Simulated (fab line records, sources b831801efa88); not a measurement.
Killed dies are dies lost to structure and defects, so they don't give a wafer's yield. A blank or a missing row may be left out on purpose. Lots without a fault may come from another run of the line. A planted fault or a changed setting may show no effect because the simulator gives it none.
fab line records | flow sky130
record lots=6 wafers=18 last_day=50
route steps=708 shown METAL2@489 PAD_OPEN@708
lots that met no fault: from a run of the same line without faults
start_h: hours from the record's first day to the start of the lot's first wafer shown | wait_h: hours since the lot's step before | " the same as in the row above | L1.1+2: a row that stands for several wafers | - no value, or no start given | * or withheld: withheld | < > ~ a bound
route shown NAME@n: a module of which the file shows steps, and the number in the route of the first | usual: mean/standard deviation of fault-free wafers | same: alike in all rows | chamber/n: place in a boat | sites: the reading at each site | _std_site: their standard deviation | _edge_site: outer sites' mean less inner sites' | radius_mm: how far each site lies from the wafer's centre | mask NAME#n: copy n | behind: the tool/chamber that last shaped the wafer | hold: why the lot was held/for how many hours/how that ended | device: the transistor (n, p or np) that didn't switch | end of line: the same wafers' tests at the end of the route | a step without rows: its recipe alone | killed: dies lost to structure and defects at the first sort, not the wafer's yield | map: a wafer's dies, x killed, . not, _ none there
set.NAME: the setting as run; set.NAME@STEP: as run at that earlier step | model.NAME: the simulator's own value behind a step, which no gauge read
lots at some steps of the route; a table a step, a row a wafer
services: from which hour (start_h, from the record's first day; less than 0 if before it) a tool's chamber was out of use, for how many hours, and why
## steps
# step SKY_METAL2_THK_MEAS_06
# recipe thk_meas_gauge=xrf reads=AlCu_of_METAL2_SPUTTER_02
# usual METAL2_ALCU_THK=253/3.1
# columns lot.wafer tool chamber start_h wait_h METAL2_ALCU_THK[nm]
L153.2 film_metro-01 - 849.05 0.1 255
L153.4 " - " " 252
L153.5 " - " " 251
L157.1 film_metro-01 - 878.32 0.1 257
L157.3 " - " " 255
L157.6 " - " " 257
L162.1 film_metro-01 - 909.13 0.1 253
L162.3 " - " " 252
L162.5 " - " " 253
L163.3 film_metro-03 - 914.79 0.1 247
L163.5 " - " " 249
L163.6 " - " " 248
L167.1 film_metro-01 - 948.09 0.1 258
L167.3 " - " " 258
L167.6 " - " " 257
L170.1 film_metro-04 - 970.81 0.1 257
L170.2 " - " " 259
L170.3 " - " " 256
# step SKY_METAL2_DEHYDRATE_07
# recipe temp_c=200 time_s=60
# step SKY_METAL2_HMDS_08
# recipe prime_time_s=60 prime_temp_c=120
# step SKY_METAL2_COAT_09
# recipe resist=BARC temp_c=withheld time_s=withheld spin_rpm=3000 resist_thk_nm=60
# step SKY_METAL2_COAT_10
# recipe resist=KrF-thick spin_rpm=3000 resist_thk_nm=450
# step SKY_METAL2_SOFTBAKE_11
# recipe temp_c=100 time_s=90 resist=KrF-thick
# step SKY_METAL2_EXPOSE_12
# recipe mask_id=MM2 na=0.8 source_shape=annular sigma_inner=0.55 sigma_outer=0.85 target_cd_nm=140 dose_mj=28
# step SKY_METAL2_PEB_13
# recipe peb_temp_c=withheld peb_time_s=withheld resist=KrF-thick
# step SKY_METAL2_DEVELOP_14
# recipe develop_time_s=60 resist=KrF-thick dev_temp_c=21
# step SKY_METAL2_CD_MEAS_15
# recipe target_cd_nm=140
# usual cd_nm=139.8/1.4
# columns lot.wafer tool chamber start_h wait_h cd_nm
L153.2 cd_sem-01 - 874.96 - 142.1
L153.4 " - " " 139.4
L153.5 " - " " 140.2
L157.1 cd_sem-01 - 904.34 - 140.4
L157.3 " - " " 140.4
L157.6 " - " " 141.3
L162.1 cd_sem-01 - 933.74 - 138.0
L162.3 " - " " 139.0
L162.5 " - " " 139.5
L163.3 cd_sem-01 - 939.63 - 138.2
L163.5 " - " " 139.4
L163.6 " - " " 138.9
L167.1 cd_sem-01 - 971.75 - 142.3
L167.3 " - " " 140.9
L167.6 " - " " 141.3
L170.1 cd_sem-01 - 993.34 - 138.5
L170.2 " - " " 138.7
L170.3 " - " " 139.8
# step SKY_METAL2_OVL_MEAS_16
# usual METAL2_OVL=-1/5.1
# columns lot.wafer tool chamber start_h wait_h METAL2_OVL[nm]
L153.2 overlay-01 - 875.06 0.1 -2
L153.4 " - " " -7
L153.5 " - " " -5
L157.1 overlay-02 - 904.46 0.1 2
L157.3 " - " " -3
L157.6 " - " " 2
L162.1 overlay-02 - 933.86 0.1 7
L162.3 " - " " 3
L162.5 " - " " 2
L163.3 overlay-01 - 939.72 0.1 -4
L163.5 " - " " -4
L163.6 " - " " -3
L167.1 overlay-02 - 971.87 0.1 -15
L167.3 " - " " 0
L167.6 " - " " -5
L170.1 overlay-01 - 993.46 0.1 -2
L170.2 " - " " -2
L170.3 " - " " -4
# step SKY_METAL2_DESCUM_17
# recipe chemistry=O2 source_power_w=150 bias_power_w=0 pressure_mtorr=10 temp_c=40 time_s=8
# usual drypump_motor_current_A=5.5/0.5 oes_product_au=0.998/0.01
# same time_s=8
# columns lot.wafer tool chamber start_h wait_h drypump_motor_current_A oes_product_au rf_hours_counter_h
L153.2 rie_metal-04 0 875.09 0.0 5.2 0.983 14
L153.4 " 0 " " 5.2 0.987 -
L153.5 " 1 " " 5.8 1.000 -
L157.1 rie_metal-02 0 904.49 0.0 5.8 0.998 14
L157.3 " 0 " " 5.8 0.995 -
L157.6 " 1 " " 5.9 1.000 -
L162.1 rie_metal-02 0 933.89 0.0 5.7 0.999 15
L162.3 " 1 " " 5.9 0.996 -
L162.5 " 0 " " 5.8 0.983 -
L163.3 rie_metal-02 0 939.76 0.0 5.7 0.986 -
L163.5 " 0 " " 5.8 0.989 -
L163.6 " 1 " " 5.9 1.005 -
L167.1 rie_metal-04 1 971.91 0.0 5.8 1.015 13
L167.3 " 1 " " 5.8 1.002 -
L167.6 " 0 " " 5.2 0.992 -
L170.1 rie_metal-01 0 993.50 0.0 5.9 1.003 14
L170.2 " 1 " " 4.7 0.994 16
L170.3 " 1 " " 4.7 0.997 -
# step SKY_METAL2_ETCH_18
# recipe chemistry=N2/H2 target=BARC ion_energy_ev=200 bias_w=100 pressure_mtorr=30 n2_flow_sccm=100 h2_flow_sccm=200 icp_w=500 stop_on=SiO2 time_s=45.9 target_depth_a=600
# usual drypump_motor_current_A=5.5/0.5 n2_flow_sccm=100.03/0.29 oes_product_au=0.855/0.0048 throttle_valve_pct=13.225/0.0095
# same time_s=45.9
# columns lot.wafer tool chamber start_h wait_h drypump_motor_current_A n2_flow_sccm oes_product_au rf_hours_counter_h throttle_valve_pct model.KrF-thick_of_METAL2_COAT_10.thk_nm
L153.2 rie_metal-04 0 875.13 0.0 5.2 99.95 0.850 14 13.214 397.1
L153.4 " 0 " " 5.2 99.84 0.855 - 13.219 394.6
L153.5 " 1 " " 5.8 100.10 0.855 - 13.228 393.2
L157.1 rie_metal-02 0 904.53 0.0 5.8 100.40 0.864 14 13.211 392.5
L157.3 " 0 " " 5.8 100.20 0.859 - 13.214 393.5
L157.6 " 1 " " 5.9 100.10 0.856 - 13.240 392.8
L162.1 rie_metal-02 0 933.93 0.0 5.8 100.01 0.862 15 13.228 391.7
L162.3 " 1 " " 5.9 99.44 0.850 - 13.214 393.5
L162.5 " 0 " " 5.8 100.39 0.860 - 13.217 393.2
L163.3 rie_metal-02 0 939.80 0.0 5.8 99.66 0.850 - 13.222 392.3
L163.5 " 0 " " 5.8 99.98 0.854 - 13.216 393.3
L163.6 " 1 " " 5.9 99.84 0.858 - 13.234 392.8
L167.1 rie_metal-04 1 971.94 0.0 5.8 100.16 0.857 13 13.243 393.2
L167.3 " 1 " " 5.8 100.35 0.857 - 13.226 391.9
L167.6 " 0 " " 5.2 99.84 0.857 - 13.223 393.9
L170.1 rie_metal-01 0 993.53 0.0 5.9 99.62 0.848 14 13.221 393.1
L170.2 " 1 " " 4.7 100.01 0.854 16 13.212 394.3
L170.3 " 1 " " 4.7 100.08 0.854 - 13.224 392.7
# step SKY_METAL2_METAL_ETCH_19
# recipe target_depth_a=3600 stop_on=SiO2 over_etch_frac=0.3 time_s=78 chemistry=Cl2/BCl3 resist_sidewall_deg=88 pressure_mtorr=10 icp_w=900 bias_w=48.5 Cl2_flow_sccm=60 bcl3_flow_sccm=30
# usual drypump_motor_current_A=5.5/0.5 oes_product_au=0.855/0.0059 throttle_valve_pct=22.265/0.0096
# same time_s=78
# columns lot.wafer tool chamber start_h wait_h drypump_motor_current_A oes_product_au rf_hours_counter_h throttle_valve_pct
L153.2 rie_metal-04 0 875.19 0.0 5.2 0.859 14 22.268
L153.4 " 0 " " 5.2 0.868 - 22.263
L153.5 " 1 " " 5.8 0.860 - 22.271
L157.1 rie_metal-02 0 904.59 0.0 5.8 0.848 14 22.248
L157.3 " 0 " " 5.8 0.846 - 22.247
L157.6 " 1 " " 5.9 0.854 - 22.261
L162.1 rie_metal-02 0 933.99 0.0 5.8 0.851 15 22.267
L162.3 " 1 " " 5.9 0.850 - 22.263
L162.5 " 0 " " 5.8 0.861 - 22.282
L163.3 rie_metal-02 0 939.87 0.1 5.8 0.851 - 22.265
L163.5 " 0 " " 5.8 0.849 - 22.278
L163.6 " 1 " " 5.9 0.855 - 22.285
L167.1 rie_metal-04 1 972.00 0.0 5.7 0.858 14 22.272
L167.3 " 1 " " 5.8 0.856 - 22.276
L167.6 " 0 " " 5.2 0.856 - 22.279
L170.1 rie_metal-01 0 993.59 0.0 5.9 0.857 14 22.266
L170.2 " 1 " " 4.7 0.861 17 22.266
L170.3 " 1 " " 4.7 0.862 - 22.273
# step SKY_PAD_OPEN_PROBE_99
# usual defect_limited_yield=81.8/2 killed_at_M0_to_M3=44/7.5 killed_at_M4_up=3.3/1.8 killed_at_contacts=25/5.9 killed_at_front_end=16/4.7 killed_at_other=0.3/0.52 killed_dies=89/9.9 killed_open=49/7.8 killed_short=40/5.8 sort_bin_3_pad_short=0.9/0.43 sort_bin_5_function=10.8/1.5 sort_bin_6_memory=6.4/1.1 sort_n_pass=403/9.9 sort_yield_pct=81.8/2
# same gross_dies=492 killed_at_back_side=0 sort_bin_4_leakage[%]=0 sort_bin_8_speed[%]=0
# columns lot.wafer tool chamber start_h wait_h defect_limited_yield[%] killed_at_M0_to_M3 killed_at_M4_up killed_at_contacts killed_at_front_end killed_at_other killed_dies killed_open killed_short sort_bin_3_pad_short[%] sort_bin_5_function[%] sort_bin_6_memory[%] sort_n_pass sort_yield_pct[%]
L153.2 prober-01 - 1119.80 0.1 82.9 41 5 17 21 0 84 44 39 1.8 9.8 5.5 408 82.9
L153.4 prober-01 - 1119.90 0.2 81.9 47 1 26 15 0 89 50 39 2.2 9.8 6.1 403 81.9
L153.5 prober-01 - 1119.95 0.2 82.5 48 2 20 16 0 86 52 34 0.8 10.8 5.9 406 82.5
L157.1 prober-02 - 1141.81 0.1 86.6 30 3 16 17 0 66 37 29 0.6 9.6 3.3 426 86.6
L157.3 prober-02 - 1141.91 0.2 82.3 45 8 22 12 0 87 51 36 1.2 10.0 6.5 405 82.3
L157.6 prober-02 - 1142.06 0.2 83.3 44 6 14 17 1 82 48 34 0.2 10.4 6.1 410 83.3
L162.1 prober-02 - 1163.11 0.1 82.3 47 5 20 15 0 87 49 38 0.6 9.8 7.3 405 82.3
L162.3 prober-02 - 1163.21 0.2 79.7 43 2 30 25 0 100 55 45 0.8 12.2 7.3 392 79.7
L162.5 prober-02 - 1163.31 0.2 79.7 50 4 26 20 0 100 57 43 1.0 12.6 6.7 392 79.7
L163.3 prober-01 - 1165.21 0.2 82.3 48 5 21 13 0 87 49 38 0.6 10.2 6.9 405 82.3
L163.5 prober-01 - 1165.31 0.2 81.7 41 3 31 15 0 90 43 47 1.0 11.2 6.1 402 81.7
L163.6 prober-01 - 1165.36 0.2 77.8 63 5 32 9 0 109 58 51 1.4 12.8 7.9 383 77.8
L167.1 prober-01 - 1188.50 0.1 81.9 48 6 20 15 0 89 45 44 1.2 11.2 5.7 403 81.9
L167.3 prober-01 - 1188.60 0.2 81.7 38 3 37 11 1 90 45 44 0.6 10.6 7.1 402 81.7
L167.6 prober-01 - 1188.75 0.2 84.1 36 1 24 17 0 78 44 33 0.6 10.0 5.3 414 84.1
# killed by level:class
L153.2 VIA1:geometric_particle:open=16 FIELD_ISO:geometric_particle:short=10 METAL1:geometric_particle:short=7 VIA3:geometric_particle:open=7 LI_CONTACT:geometric_particle:open=6 FIELD_ISO:geometric_particle:open=5 CONTACT:geometric_particle:short=4 CONTACT:geometric_particle:open=4
L153.4 FIELD_ISO:geometric_particle:open=7 VIA2:geometric_particle:open=7 LOCAL_INTERCONNECT:geometric_particle:short=7 METAL2:geometric_particle:short=7 LI_CONTACT:geometric_particle:open=6 CONTACT:geometric_particle:open=6 METAL1:geometric_particle:short=6 VIA3:geometric_particle:open=6
L153.5 CONTACT:geometric_particle:open=12 VIA1:geometric_particle:open=9 METAL2:geometric_particle:short=8 FIELD_ISO:geometric_particle:open=7 VIA3:geometric_particle:open=7 VIA2:geometric_particle:open=7 VIA1:geometric_particle:short=6 POLY_GATE:geometric_particle:open=4
L157.1 FIELD_ISO:geometric_particle:open=7 VIA2:geometric_particle:open=7 LI_CONTACT:geometric_particle:open=6 VIA3:geometric_particle:open=5 FIELD_ISO:geometric_particle:short=4 METAL2:geometric_particle:short=4 CONTACT:geometric_particle:open=4 VIA1:geometric_particle:open=4
L157.3 VIA3:geometric_particle:open=9 METAL2:geometric_particle:short=8 VIA1:geometric_particle:open=7 LI_CONTACT:geometric_particle:open=6 CONTACT:geometric_particle:open=6 METAL4:geometric_particle:short=5 POLY_GATE:geometric_particle:open=5 VIA2:geometric_particle:open=5
L157.6 VIA1:geometric_particle:open=11 VIA3:geometric_particle:open=7 METAL4:geometric_particle:short=6 CONTACT:geometric_particle:open=6 METAL2:geometric_particle:short=6 POLY_GATE:geometric_particle:open=5 POLY_GATE:geometric_particle:short=5 LI_CONTACT:geometric_particle:open=5
L162.1 CONTACT:geometric_particle:open=7 VIA1:geometric_particle:open=7 VIA3:geometric_particle:open=7 METAL1:geometric_particle:short=6 LI_CONTACT:geometric_particle:open=6 VIA2:geometric_particle:short=6 CONTACT:geometric_particle:short=5 VIA2:geometric_particle:open=5
L162.3 VIA1:geometric_particle:open=13 CONTACT:geometric_particle:open=12 LI_CONTACT:geometric_particle:open=8 FIELD_ISO:geometric_particle:open=7 FIELD_ISO:geometric_particle:short=7 METAL1:geometric_particle:short=7 CONTACT:geometric_particle:short=6 POLY_GATE:geometric_particle:short=5
L162.5 CONTACT:geometric_particle:open=10 VIA2:geometric_particle:open=10 LI_CONTACT:geometric_particle:open=8 VIA1:geometric_particle:open=8 POLY_GATE:geometric_particle:short=6 VIA3:geometric_particle:open=6 FIELD_ISO:geometric_particle:short=5 VIA2:geometric_particle:short=5
L163.3 VIA1:geometric_particle:open=14 CONTACT:geometric_particle:open=9 METAL2:geometric_particle:short=6 VIA3:geometric_particle:open=5 VIA2:geometric_particle:open=4 POLY_GATE:geometric_particle:short=4 LI_CONTACT:geometric_particle:open=4 VIA1:geometric_particle:short=4
L163.5 VIA1:geometric_particle:open=10 LOCAL_INTERCONNECT:geometric_particle:short=9 VIA2:geometric_particle:open=7 CONTACT:geometric_particle:open=7 LI_CONTACT:geometric_particle:open=5 CONTACT:geometric_particle:short=5 METAL2:geometric_particle:short=5 VIA3:geometric_particle:short=5
L163.6 CONTACT:geometric_particle:open=11 VIA1:geometric_particle:open=11 VIA2:geometric_particle:open=11 VIA3:geometric_particle:open=10 VIA1:geometric_particle:short=9 LI_CONTACT:geometric_particle:open=8 VIA3:geometric_particle:short=7 CONTACT:geometric_particle:short=6
L167.1 VIA1:geometric_particle:open=11 METAL2:geometric_particle:short=9 CONTACT:geometric_particle:open=8 VIA1:geometric_particle:short=7 FIELD_ISO:geometric_particle:short=6 VIA2:geometric_particle:open=6 METAL1:geometric_particle:short=5 VIA3:geometric_particle:open=5
L167.3 LI_CONTACT:geometric_particle:open=13 CONTACT:geometric_particle:open=9 VIA2:geometric_particle:open=8 CONTACT:geometric_particle:short=5 SPACER:geometric_particle:short=4 LI_CONTACT:geometric_particle:short=4 VIA3:geometric_particle:open=4 METAL1:geometric_particle:short=4
L167.6 LI_CONTACT:geometric_particle:open=8 CONTACT:geometric_particle:open=8 POLY_GATE:geometric_particle:open=7 VIA2:geometric_particle:open=7 METAL2:geometric_particle:short=7 VIA1:geometric_particle:short=6 VIA1:geometric_particle:open=5 VIA3:geometric_particle:short=4
## services
# columns tool chamber start_h hours kind
rie_metal-04 - 907.89 4.0 pm
rie_metal-01 1 960.72 5.6 repair
## key
first_sign none at tools or gauges
model_effect step=SKY_METAL2_ETCH_18 value=KrF-thick_of_METAL2_COAT_10.thk_nm without=394.9 struck=392.8
met_at SKY_METAL2_ETCH_18
struck_wafers L162.1,L162.3,L162.5,L163.3,L163.5,L163.6
onset_between 904.53 933.93
also_fits SKY_METAL2_DESCUM_17:rie_metal-02
fault kind=process_parameter_drift tool=rie_metal-02 chamber=- onset_h=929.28 steps=SKY_METAL2_ETCH_18 channel=ion_energy_ev offset=32 shape=step end_h=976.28 acts_in=these_recipes_only stated=200
